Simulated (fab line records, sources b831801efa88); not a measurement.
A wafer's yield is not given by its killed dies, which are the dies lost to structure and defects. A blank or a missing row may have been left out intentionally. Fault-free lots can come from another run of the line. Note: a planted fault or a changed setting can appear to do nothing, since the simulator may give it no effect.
Chamber matching | flow sky130 | 4 sister chambers for SKY_SPACER_ETCHBACK_02 on rieDiel-01
The step etches Si3N4 in CH3F/O2, stops on SiO2, time 46.7 s, target depth 45 nm. 4 wafers are shown with their chamber, then 12 later ones without.

EACH WAFER AND ITS CHAMBER
wafer  | chamber | ch3fFlowSccm (sccm)
L082.5 | 0       | 39.94
L089.1 | 1       | 39.98
L090.1 | 2       | 39.90
L090.6 | 3       | 40.00

WAFERS WHOSE CHAMBER IS MISSING
wafer  | ch3fFlowSccm (sccm)
L093.1 | 40.06
L093.3 | 40.01
L093.6 | 39.94
L094.1 | 39.88
L094.3 | 39.86
L094.5 | 39.80
L096.2 | 40.01
L096.5 | 40.17
L096.6 | 39.96
L097.2 | 40.03
L097.3 | 40.08
L097.4 | 40.18

CHAMBER TAKEN BY EACH
wafer  | from the rows above               | in truth
L093.1 | can't be placed: 3 or 1 or 0 or 2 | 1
L093.3 | can't be placed: 3 or 1 or 0 or 2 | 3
L093.6 | can't be placed: 0 or 1 or 2 or 3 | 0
L094.1 | can't be placed: 2 or 0 or 1 or 3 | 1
L094.3 | can't be placed: 2 or 0 or 1 or 3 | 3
L094.5 | can't be placed: 2 or 0 or 1 or 3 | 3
L096.2 | can't be placed: 3 or 1 or 0 or 2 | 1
L096.5 | can't be placed: 3 or 1 or 0 or 2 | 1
L096.6 | can't be placed: 1 or 0 or 3 or 2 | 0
L097.2 | can't be placed: 3 or 1 or 0 or 2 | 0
L097.3 | can't be placed: 3 or 1 or 0 or 2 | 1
L097.4 | can't be placed: 3 or 1 or 0 or 2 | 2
0 of 12 placed correctly. Not placeable from these rows: 12 (in 12, the candidates include the true chamber). Placed wrongly: 0.
How it was worked out, from the rows above alone: a wafer's distance from a chamber is the root of the sum, over the readings, of the square of ((its reading less the chamber's mean) divided by the reading's scatter). The wafer belongs to the nearest chamber; if the next one is less than 2 further off, it can't be placed. The mean given for a chamber averages the wafers shown for that chamber. The scatter: with one shown wafer a chamber, the root of the mean of the squares of how far each hidden wafer lies from its nearest shown one.
